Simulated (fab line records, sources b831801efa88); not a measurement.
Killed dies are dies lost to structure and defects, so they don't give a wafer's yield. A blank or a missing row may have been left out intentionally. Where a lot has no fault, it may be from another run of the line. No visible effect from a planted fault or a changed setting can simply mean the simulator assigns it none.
fab line records	flow gf180mcu	part 1 of 2: steps 1 to 26 of 35
record lots=5	wafers=15	last-day=34
route steps=602 shown V3@429 M4@456
lots that met no fault: taken from a fault-free run of the same line
start-h: hours from the record's opening day to when the first of the lot's shown wafers began	wait-h: hours elapsed since this lot's preceding step	" as in the row above	L1.1+2: a single row standing in for several wafers	- either no value or no given start	* or withheld: withheld	< > ~ a bound
route shown NAME@n: NAME is a module with steps in the file, n the number in the route of the first one	usual: mean and standard deviation over wafers with no fault	same: alike in all rows	chamber/n: place in a boat	sites: the reading at each site	_std_site: standard deviation across them	_edge_site: the outer-site mean with the inner-site mean subtracted	radius-mm: how far each site lies from the wafer's centre	mask NAME#n: copy n	behind: the tool/chamber that last shaped the wafer	hold: what put the lot on hold/how long, in hours/how the hold closed	device: whichever transistor did not switch (one of n, p or np)	end of line: at the end of the route, the tests of the same wafers	a step given without rows: its recipe and nothing more	killed: count of dies lost to structure and defects at first sort (not the wafer's yield)	map: a wafer's dies, x killed, . not, _ none there
set.NAME: the setting as run; set.NAME@STEP: as run at that earlier step	model.NAME: the simulator's own value behind a step, which no gauge read
lots seen at some steps along the route; tables by step, rows by wafer
services: the hour from which a tool's chamber was out of use, counted from the record's first day as start-h (under 0 if before that day), plus the number of hours and why
## steps
# step GF_V3_CVD_00
# recipe material=SiO2	target-thk-nm=600	sigma-open-frac=0.3	temp-c=400	time-s=100	sih4-flow-sccm=60	pressure-mtorr=6
# usual susceptor-temp-C=400.01/0.23
lot.wafer	tool	chamber	start-h	wait-h	susceptor-temp-C
L077.1	hdpcvd-02	1	523.27	0.0	400.01
L077.2	"	0	"	"	399.72
L077.4	"	1	"	"	400.01
L079.2	hdpcvd-01	1	541.23	0.0	399.84
L079.5	"	2	"	"	400.34
L079.6	"	0	"	"	399.86
L082.3	hdpcvd-01	2	563.28	0.0	400.03
L082.4	"	0	"	"	399.81
L082.5	"	1	"	"	399.80
L087.2	hdpcvd-01	2	596.30	0.0	400.35
L087.5	"	0	"	"	400.02
L087.6	"	1	"	"	399.83
L095.2	hdpcvd-02	0	656.36	0.0	400.08
L095.3	"	1	"	"	399.79
L095.5	"	1	"	"	399.89
# step GF_V3_THK_MEAS_01
# recipe reads=SiO2_of_V3_CVD_00
# usual V3_CVD_00_THK=602/7.8
lot.wafer	tool	chamber	start-h	wait-h	V3_CVD_00_THK[nm]
L077.1	film-metro-01	-	523.34	0.0	602
L077.2	"	-	"	"	584
L077.4	"	-	"	"	600
L079.2	film-metro-02	-	541.32	0.0	606
L079.5	"	-	"	"	610
L079.6	"	-	"	"	611
L082.3	film-metro-01	-	563.37	0.1	605
L082.4	"	-	"	"	609
L082.5	"	-	"	"	606
L087.2	film-metro-02	-	596.38	0.0	604
L087.5	"	-	"	"	613
L087.6	"	-	"	"	617
L095.2	film-metro-04	-	656.58	0.2	594
L095.3	"	-	"	"	596
L095.5	"	-	"	"	596
# step GF_V3_CVD_02
# recipe material=SiO2	target-thk-nm=850	precursor=TEOS	temp-c=400	time-s=94.851	rf-w=600
# usual heater-power-w=609/86	susceptor-temp-C=399.99/0.22
lot.wafer	tool	chamber	start-h	wait-h	heater-power-w	susceptor-temp-C
L077.1	pecvd-01	0	523.40	0.1	570	399.84
L077.2	"	2	"	"	487	400.08
L077.4	"	2	"	"	525	399.61
L079.2	pecvd-02	2	541.37	0.0	772	399.49
L079.5	"	2	"	"	645	400.24
L079.6	"	0	"	"	704	400.02
L082.3	pecvd-03	0	563.41	0.0	710	400.25
L082.4	"	0	"	"	739	400.27
L082.5	"	1	"	"	519	400.03
L087.2	pecvd-02	1	596.43	0.0	611	400.00
L087.5	"	2	"	"	751	400.08
L087.6	"	1	"	"	689	400.05
L095.2	pecvd-01	2	656.63	0.0	568	400.07
L095.3	"	0	"	"	586	400.21
L095.5	"	0	"	"	622	399.98
# step GF_V3_THK_MEAS_03
# recipe reads=SiO2_of_V3_CVD_02
# usual V3_CVD_02_THK=845/13
lot.wafer	tool	chamber	start-h	wait-h	V3_CVD_02_THK[nm]
L077.1	film-metro-01	-	523.51	0.1	835
L077.2	"	-	"	"	816
L077.4	"	-	"	"	838
L079.2	film-metro-02	-	541.45	0.0	858
L079.5	"	-	"	"	868
L079.6	"	-	"	"	865
L082.3	film-metro-04	-	563.50	0.1	818
L082.4	"	-	"	"	844
L082.5	"	-	"	"	838
L087.2	film-metro-01	-	596.55	0.1	839
L087.5	"	-	"	"	856
L087.6	"	-	"	"	855
L095.2	film-metro-02	-	656.76	0.1	833
L095.3	"	-	"	"	836
L095.5	"	-	"	"	847
# step GF_V3_CMP_04
# recipe material=SiO2	down-force-psi=4	platen-rpm=60	pad-velocity-m-s=0.94248
# usual motor-current-A=12.0/1.5	platen-rpm=60.00/0.038	time-to-endpoint-s=78/6.5
lot.wafer	tool	chamber	start-h	wait-h	motor-current-A	platen-rpm	time-to-endpoint-s
L077.4	cmp-01	0	523.57	0.0	10.8	60.00	81
L077.2	"	1	"	"	12.5	60.02	71
L077.1	"	3	"	"	13.3	59.97	84
L079.2	cmp-01	0	541.60	0.1	10.4	59.96	85
L079.6	"	2	"	"	10.5	59.99	88
L079.5	"	3	"	"	13.1	59.95	98
L082.4	cmp-02	0	563.59	0.1	10.4	59.97	71
L082.3	"	1	"	"	12.9	59.98	65
L082.5	"	0	"	"	11.0	60.01	68
L087.2	cmp-01	1	596.60	0.0	11.9	59.99	79
L087.6	"	1	"	"	12.0	60.02	82
L087.5	"	2	"	"	11.8	59.99	82
L095.2	cmp-01	1	658.66	1.9	11.2	59.99	71
L095.3	"	3	"	"	13.1	60.08	73
L095.5	"	0	"	"	10.3	59.99	74
# step GF_V3_BOW_MEAS_05
# recipe mode=bow
# usual V3_BOW=116/9.1
lot.wafer	tool	chamber	start-h	wait-h	V3_BOW[um]
L077.1	film-metro-04	-	523.87	0.1	115
L077.2	"	-	"	"	106
L077.4	"	-	"	"	106
L079.2	film-metro-01	-	541.82	0.2	108
L079.5	"	-	"	"	105
L079.6	"	-	"	"	97
L082.3	film-metro-01	-	563.88	0.2	121
L082.4	"	-	"	"	107
L082.5	"	-	"	"	116
L087.2	film-metro-02	-	596.92	0.3	123
L087.5	"	-	"	"	135
L087.6	"	-	"	"	132
L095.2	film-metro-02	-	658.93	0.2	126
L095.3	"	-	"	"	115
L095.5	"	-	"	"	104
# step GF_V3_DEHYDRATE_06
# recipe temp-c=200	time-s=60
# usual chill-plate-temp-C=22.98/0.12
lot.wafer	tool	chamber	start-h	wait-h	chill-plate-temp-C
L077.1	litho-track-02	0	534.38	10.5	22.93
L077.2	"	0	"	"	23.00
L077.4	"	0	"	"	22.88
L079.2	litho-track-04	0	552.28	10.4	23.00
L079.5	"	0	"	"	23.08
L079.6	"	0	"	"	22.92
L082.3	litho-track-01	0	573.89	10.0	23.03
L082.4	"	0	"	"	23.20
L082.5	"	0	"	"	22.86
L087.2	litho-track-04	0	606.98	10.0	23.00
L087.5	"	0	"	"	22.87
L087.6	"	0	"	"	23.06
L095.2	litho-track-02	0	667.00	8.0	22.87
L095.3	"	0	"	"	22.74
L095.5	"	0	"	"	22.99
# step GF_V3_HMDS_07
# recipe prime-time-s=60	prime-temp-c=120
# usual chill-plate-temp-C=22.98/0.098
lot.wafer	tool	chamber	start-h	wait-h	chill-plate-temp-C
L077.1	litho-track-02	0	534.53	0.1	22.99
L077.2	"	0	"	"	22.98
L077.4	"	0	"	"	22.91
L079.2	litho-track-04	0	552.43	0.1	22.84
L079.5	"	0	"	"	22.81
L079.6	"	0	"	"	22.90
L082.3	litho-track-01	0	574.04	0.1	23.03
L082.4	"	0	"	"	23.05
L082.5	"	0	"	"	22.92
L087.2	litho-track-04	0	607.13	0.1	22.97
L087.5	"	0	"	"	22.84
L087.6	"	0	"	"	23.07
L095.2	litho-track-02	0	667.15	0.1	23.03
L095.3	"	0	"	"	22.72
L095.5	"	0	"	"	22.84
# step GF_V3_COAT_08
# recipe resist=BARC	temp-c=withheld	time-s=withheld	spin-rpm=withheld	resist-thk-nm=withheld
# usual chill-plate-temp-C=*
lot.wafer	tool	chamber	start-h	wait-h	chill-plate-temp-C
L077.1	litho-track-02	0	534.68	0.1	*
L077.2	"	0	"	"	*
L077.4	"	0	"	"	*
L079.2	litho-track-04	0	552.58	0.1	*
L079.5	"	0	"	"	*
L079.6	"	0	"	"	*
L082.3	litho-track-01	0	574.19	0.1	*
L082.4	"	0	"	"	*
L082.5	"	0	"	"	*
L087.2	litho-track-04	0	607.28	0.1	*
L087.5	"	0	"	"	*
L087.6	"	0	"	"	*
L095.2	litho-track-02	0	667.30	0.1	*
L095.3	"	0	"	"	*
L095.5	"	0	"	"	*
# step GF_V3_COAT_09
# recipe resist=KrF	spin-rpm=withheld	resist-thk-nm=1000
# usual chill-plate-temp-C=22.98/0.096
lot.wafer	tool	chamber	start-h	wait-h	chill-plate-temp-C
L077.1	litho-track-02	0	-	-	23.19
L077.2	"	0	"	"	23.14
L077.4	"	0	"	"	22.92
L079.2	litho-track-04	0	-	-	23.13
L079.5	"	0	"	"	23.09
L079.6	"	0	"	"	22.98
L082.3	litho-track-01	0	-	-	23.06
L082.4	"	0	"	"	22.97
L082.5	"	0	"	"	23.19
L087.2	litho-track-04	0	-	-	22.97
L087.5	"	0	"	"	22.97
L087.6	"	0	"	"	22.78
L095.2	litho-track-02	0	-	-	22.85
L095.3	"	0	"	"	22.96
L095.5	"	0	"	"	22.88
# step GF_V3_SOFTBAKE_10
# recipe temp-c=130	time-s=60	resist=KrF
# usual chill-plate-temp-C=23.01/0.11
lot.wafer	tool	chamber	start-h	wait-h	chill-plate-temp-C
L077.1	litho-track-02	0	-	-	22.98
L077.2	"	0	"	"	23.14
L077.4	"	0	"	"	22.98
L079.2	litho-track-04	0	-	-	23.03
L079.5	"	0	"	"	23.08
L079.6	"	0	"	"	23.02
L082.3	litho-track-01	0	-	-	23.10
L082.4	"	0	"	"	22.80
L082.5	"	0	"	"	23.07
L087.2	litho-track-04	0	-	-	22.92
L087.5	"	0	"	"	22.84
L087.6	"	0	"	"	22.84
L095.2	litho-track-02	0	-	-	23.03
L095.3	"	0	"	"	23.04
L095.5	"	0	"	"	22.94
# step GF_V3_EXPOSE_11
# recipe mask-id=Via3	target-cd-nm=260	na=0.68	source-shape=conventional	sigma-outer=0.6	dose-mj=38
# usual reticle-temp-C=23.00/0.1
lot.wafer	tool	chamber	start-h	wait-h	mask	reticle-temp-C
L077.1	krf-scanner-01	0	-	-	Via3#0	23.07
L077.2	"	0	"	"	Via3#0	23.15
L077.4	"	0	"	"	Via3#0	22.93
L079.2	krf-scanner-01	0	-	-	Via3#0	22.90
L079.5	"	0	"	"	Via3#0	22.95
L079.6	"	0	"	"	Via3#0	22.98
L082.3	krf-scanner-01	0	-	-	Via3#0	23.10
L082.4	"	0	"	"	Via3#0	23.02
L082.5	"	0	"	"	Via3#0	23.16
L087.2	krf-scanner-02	0	-	-	Via3#0	22.87
L087.5	"	0	"	"	Via3#0	22.87
L087.6	"	0	"	"	Via3#0	22.91
L095.2	krf-scanner-02	0	-	-	Via3#0	22.94
L095.3	"	0	"	"	Via3#0	22.93
L095.5	"	0	"	"	Via3#0	22.90
# step GF_V3_PEB_12
# recipe peb-temp-c=135	peb-time-s=90	resist=KrF
# usual chill-plate-temp-C=22.99/0.096
# same peb-time-s=90
lot.wafer	tool	chamber	start-h	wait-h	chill-plate-temp-C
L077.1	litho-track-02	0	-	-	22.81
L077.2	"	0	"	"	22.87
L077.4	"	0	"	"	22.86
L079.2	litho-track-02	0	-	-	23.15
L079.5	"	0	"	"	23.02
L079.6	"	0	"	"	22.94
L082.3	litho-track-02	0	-	-	23.18
L082.4	"	0	"	"	23.03
L082.5	"	0	"	"	23.08
L087.2	litho-track-02	0	-	-	22.95
L087.5	"	0	"	"	23.16
L087.6	"	0	"	"	22.94
L095.2	litho-track-01	0	-	-	22.85
L095.3	"	0	"	"	23.03
L095.5	"	0	"	"	23.10
# step GF_V3_DEVELOP_13
# recipe develop-time-s=60	resist=KrF	dev-temp-c=21
# usual chill-plate-temp-C=23.00/0.1
# same develop-time-s=60
lot.wafer	tool	chamber	start-h	wait-h	chill-plate-temp-C
L077.1	litho-track-02	0	546.63	0.2	23.08
L077.2	"	0	"	"	23.07
L077.4	"	0	"	"	23.05
L079.2	litho-track-02	0	564.40	0.2	23.15
L079.5	"	0	"	"	23.13
L079.6	"	0	"	"	23.21
L082.3	litho-track-02	0	585.68	0.1	23.06
L082.4	"	0	"	"	23.08
L082.5	"	0	"	"	22.93
L087.2	litho-track-02	0	617.15	0.2	23.14
L087.5	"	0	"	"	23.04
L087.6	"	0	"	"	23.06
L095.2	litho-track-01	0	677.41	0.2	22.93
L095.3	"	0	"	"	22.87
L095.5	"	0	"	"	22.94
# step GF_V3_CD_MEAS_14
# recipe target-cd-nm=260
# usual cd-nm=260.3/1.2
lot.wafer	tool	chamber	start-h	wait-h	cd-nm
L077.1	cd-sem-01	-	546.78	0.1	259.5
L077.2	"	-	"	"	260.1
L077.4	"	-	"	"	261.4
L079.2	cd-sem-02	-	564.55	0.1	260.7
L079.5	"	-	"	"	260.2
L079.6	"	-	"	"	260.3
L082.3	cd-sem-01	-	585.82	0.1	259.2
L082.4	"	-	"	"	260.3
L082.5	"	-	"	"	259.5
L087.2	cd-sem-01	-	617.30	0.1	260.9
L087.5	"	-	"	"	261.1
L087.6	"	-	"	"	262.6
L095.2	cd-sem-01	-	677.55	0.1	259.4
L095.3	"	-	"	"	259.3
L095.5	"	-	"	"	257.7
# step GF_V3_OVL_MEAS_15
# usual V3_OVL=-4/5.5
lot.wafer	tool	chamber	start-h	wait-h	V3_OVL[nm]
L077.1	overlay-01	-	546.90	0.1	6
L077.2	"	-	"	"	-2
L077.4	"	-	"	"	-1
L079.2	overlay-01	-	564.66	0.1	-1
L079.5	"	-	"	"	0
L079.6	"	-	"	"	-6
L082.3	overlay-02	-	585.91	0.1	-7
L082.4	"	-	"	"	-11
L082.5	"	-	"	"	-11
L087.2	overlay-02	-	617.41	0.1	2
L087.5	"	-	"	"	6
L087.6	"	-	"	"	0
L095.2	overlay-02	-	677.66	0.1	-14
L095.3	"	-	"	"	-3
L095.5	"	-	"	"	-2
# step GF_V3_ETCH_16
# recipe chemistry=N2/H2	target-depth-a=withheld	overetch-a=withheld	time-s=withheld	target=BARC	ion-energy-ev=200	source-w=500	bias-w=100	pressure-mtorr=30	n2-flow-sccm=100	h2-flow-sccm=200
# usual drypump-motor-current-A=5.66/0.29	oes-product-au=0.855/0.0044	throttle-valve-pct=13.225/0.009
lot.wafer	tool	chamber	start-h	wait-h	drypump-motor-current-A	oes-product-au	throttle-valve-pct
L077.1	rie-diel-02	3	546.94	0.0	5.72	0.854	13.235
L077.2	"	1	"	"	6.01	0.855	13.228
L077.4	"	0	"	"	5.67	0.861	13.216
L079.2	rie-diel-01	2	564.69	0.0	5.31	0.855	13.220
L079.5	"	2	"	"	5.30	0.854	13.240
L079.6	"	1	"	"	5.85	0.852	13.242
L082.3	rie-diel-04	1	585.94	0.0	5.86	0.853	13.226
L082.4	"	1	"	"	5.86	0.858	13.253
L082.5	"	3	"	"	5.11	0.863	13.213
L087.2	rie-diel-04	2	617.44	0.0	5.78	0.855	13.246
L087.5	"	1	"	"	5.86	0.854	13.225
L087.6	"	0	"	"	5.48	0.858	13.225
L095.2	rie-diel-02	2	677.69	0.0	5.73	0.859	13.220
L095.3	"	3	"	"	5.72	0.847	13.230
L095.5	"	3	"	"	5.72	0.851	13.220
# step GF_V3_ETCH_17
# recipe chemistry=C4F8/O2/Ar	mask-material=KrF	target=SiO2	stop-on=TiN	source-w=1500	bias-w=1200	pressure-mtorr=40	c4f8-flow-sccm=withheld	O2_flow_sccm=6	Ar_flow_sccm=300	time-s=withheld	target-depth-a=6350
# usual oes-product-au=0.856/0.0048
lot.wafer	tool	chamber	start-h	wait-h	oes-product-au
L077.1	rie-diel-02	3	-	-	0.857
L077.2	"	1	"	"	0.854
L077.4	"	0	"	"	0.844
L079.2	rie-diel-01	2	-	-	0.855
L079.5	"	2	"	"	0.856
L079.6	"	1	"	"	0.861
L082.3	rie-diel-04	1	-	-	0.849
L082.4	"	1	"	"	0.852
L082.5	"	3	"	"	0.852
L087.2	rie-diel-04	2	-	-	0.847
L087.5	"	1	"	"	0.858
L087.6	"	0	"	"	0.858
L095.2	rie-diel-02	2	-	-	0.847
L095.3	"	3	"	"	0.859
L095.5	"	3	"	"	0.857
# step GF_V3_STRIP_18
# recipe chemistry=O2/N2	power-w=1400	pressure-mtorr=1500	platen-temp-c=250	o2-flow-sccm=3000	n2-flow-sccm=300	overash-fraction=0.5
# usual drypump-motor-current-A=5.8/0.38	heater-power-w=359/30	oes-product-au=0.592/0.0048
# same overash-fraction=0.5
lot.wafer	tool	chamber	start-h	wait-h	drypump-motor-current-A	heater-power-w	oes-product-au	rf-hours-counter-h
L077.1	plasma-asher-03	1	547.06	-	6.0	412	0.588	46
L077.2	"	0	"	"	6.1	333	0.589	46
L077.4	"	1	"	"	5.9	404	0.588	-
L079.2	plasma-asher-03	0	564.81	-	6.1	335	0.591	48
L079.5	"	0	"	"	6.1	336	0.592	-
L079.6	"	1	"	"	6.0	409	0.599	-
L082.3	plasma-asher-03	0	586.10	-	6.1	344	0.593	-
L082.4	"	1	"	"	5.9	404	0.591	-
L082.5	"	1	"	"	6.0	416	0.584	-
L087.2	plasma-asher-02	0	617.56	-	5.9	377	0.593	79
L087.5	"	1	"	"	5.6	328	0.595	-
L087.6	"	0	"	"	5.9	356	0.590	-
L095.2	plasma-asher-03	1	677.82	-	5.9	408	0.591	60
L095.3	"	0	"	"	6.1	345	0.592	-
L095.5	"	0	"	"	6.1	340	0.598	-
# step GF_V3_STRIP_19
# recipe chemistry=post-etch-residue-remover	time-s=1200	temp-c=72.5
lot.wafer	tool	chamber	start-h	wait-h
L077.1+2+4	wet-bench-04	1	547.16	0.1
L079.2+5+6	wet-bench-04	3	564.91	0.1
L082.3+4+5	wet-bench-04	1	586.16	0.0
L087.2+5+6	wet-bench-02	0	617.66	0.1
L095.2+3+5	wet-bench-04	1	677.92	0.1
# step GF_V3_CLEAN_20
# recipe chemistry=DIW	dry=n2-spin
lot.wafer	tool	chamber	start-h	wait-h
L077.1+2+4	wet-bench-01	1	547.54	0.0
L079.2+5+6	wet-bench-02	2	565.26	0.0
L082.3+4+5	wet-bench-02	1	586.54	0.0
L087.2+5+6	wet-bench-04	2	618.01	0.0
L095.2+3+5	wet-bench-02	2	678.29	0.0
# step GF_V3_SPUTTER_21
# recipe material=Ti	target-thk-nm=15	chamber-pressure-pa=5	power-w=2500	substrate-temp-c=200	time-s=80.02
# usual throttle-valve-pct=29.7/1.3
lot.wafer	tool	chamber	start-h	wait-h	throttle-valve-pct
L077.1	pvd-sputter-04	-	547.72	0.0	29.8
L077.2	"	-	"	"	29.8
L077.4	"	-	"	"	32.3
L079.2	pvd-sputter-01	-	565.37	0.0	31.5
L079.5	"	-	"	"	28.4
L079.6	"	-	"	"	27.4
L082.3	pvd-sputter-01	-	586.64	0.0	31.4
L082.4	"	-	"	"	27.4
L082.5	"	-	"	"	28.6
L087.2	pvd-sputter-04	-	618.10	0.0	28.6
L087.5	"	-	"	"	29.6
L087.6	"	-	"	"	32.4
L095.2	pvd-sputter-03	-	678.38	0.0	29.6
L095.3	"	-	"	"	30.2
L095.5	"	-	"	"	28.5
# step GF_V3_SPUTTER_22
# recipe material=TiN	target-thk-nm=10	chamber-pressure-pa=5	power-w=4000	time-s=40
# usual throttle-valve-pct=29.7/1.3
lot.wafer	tool	chamber	start-h	wait-h	throttle-valve-pct
L077.1	pvd-sputter-04	-	547.78	0.0	29.8
L077.2	"	-	"	"	29.6
L077.4	"	-	"	"	32.5
L079.2	pvd-sputter-01	-	565.43	0.0	31.5
L079.5	"	-	"	"	29.2
L079.6	"	-	"	"	27.6
L082.3	pvd-sputter-01	-	586.70	0.0	31.5
L082.4	"	-	"	"	27.5
L082.5	"	-	"	"	28.7
L087.2	pvd-sputter-04	-	618.16	0.0	28.7
L087.5	"	-	"	"	29.6
L087.6	"	-	"	"	32.1
L095.2	pvd-sputter-03	-	678.44	0.0	30.1
L095.3	"	-	"	"	30.3
L095.5	"	-	"	"	28.3
# step GF_V3_CVD_23
# recipe material=W	target-thk-nm=350	time-s=104.9	temp-c=400	pressure-torr=40
# usual heater-power-w=795/78	susceptor-temp-C=399.98/0.23
lot.wafer	tool	chamber	start-h	wait-h	heater-power-w	susceptor-temp-C
L077.1	cvd-w-02	0	547.82	0.0	804	400.27
L077.2	"	1	"	"	664	400.00
L077.4	"	1	"	"	655	400.13
L079.2	cvd-w-02	0	565.47	0.0	811	399.68
L079.5	"	0	"	"	813	399.83
L079.6	"	1	"	"	670	399.93
L082.3	cvd-w-01	0	586.77	0.1	867	400.04
L082.4	"	1	"	"	767	400.06
L082.5	"	1	"	"	766	399.98
L087.2	cvd-w-02	1	618.20	0.0	660	399.79
L087.5	"	1	"	"	661	400.09
L087.6	"	0	"	"	809	400.38
L095.2	cvd-w-01	0	678.48	0.0	921	400.13
L095.3	"	1	"	"	771	400.30
L095.5	"	1	"	"	777	399.97
# step GF_V3_RS_MEAS_24
# recipe thk-meas-gauge=four-point-probe	reads=W_of_V3_CVD_23+TiN_of_V3_SPUTTER_22+Ti_of_V3_SPUTTER_21
# usual V3_W_RS=0.328/0.0034
lot.wafer	tool	chamber	start-h	wait-h	V3_W_RS[ohm/sq]
L077.1	film-metro-01	-	547.93	0.1	0.329
L077.2	"	-	"	"	0.327
L077.4	"	-	"	"	0.332
L079.2	film-metro-04	-	565.60	0.1	0.325
L079.5	"	-	"	"	0.325
L079.6	"	-	"	"	0.323
L082.3	film-metro-01	-	586.89	0.1	0.321
L082.4	"	-	"	"	0.328
L082.5	"	-	"	"	0.331
L087.2	film-metro-01	-	618.33	0.1	0.331
L087.5	"	-	"	"	0.332
L087.6	"	-	"	"	0.332
L095.2	film-metro-02	-	678.62	0.1	0.323
L095.3	"	-	"	"	0.323
L095.5	"	-	"	"	0.328
# step GF_V3_THK_MEAS_25
# recipe thk-meas-gauge=xrf	reads=W_of_V3_CVD_23
# usual V3_W_THK=355/5.1
lot.wafer	tool	chamber	start-h	wait-h	V3_W_THK[nm]
L077.1	film-metro-01	-	548.05	0.1	357
L077.2	"	-	"	"	359
L077.4	"	-	"	"	353
L079.2	film-metro-04	-	565.71	0.1	362
L079.5	"	-	"	"	362
L079.6	"	-	"	"	367
L082.3	film-metro-01	-	586.99	0.1	364
L082.4	"	-	"	"	358
L082.5	"	-	"	"	353
L087.2	film-metro-01	-	618.44	0.1	349
L087.5	"	-	"	"	351
L087.6	"	-	"	"	347
L095.2	film-metro-02	-	678.73	0.1	355
L095.3	"	-	"	"	357
L095.5	"	-	"	"	351
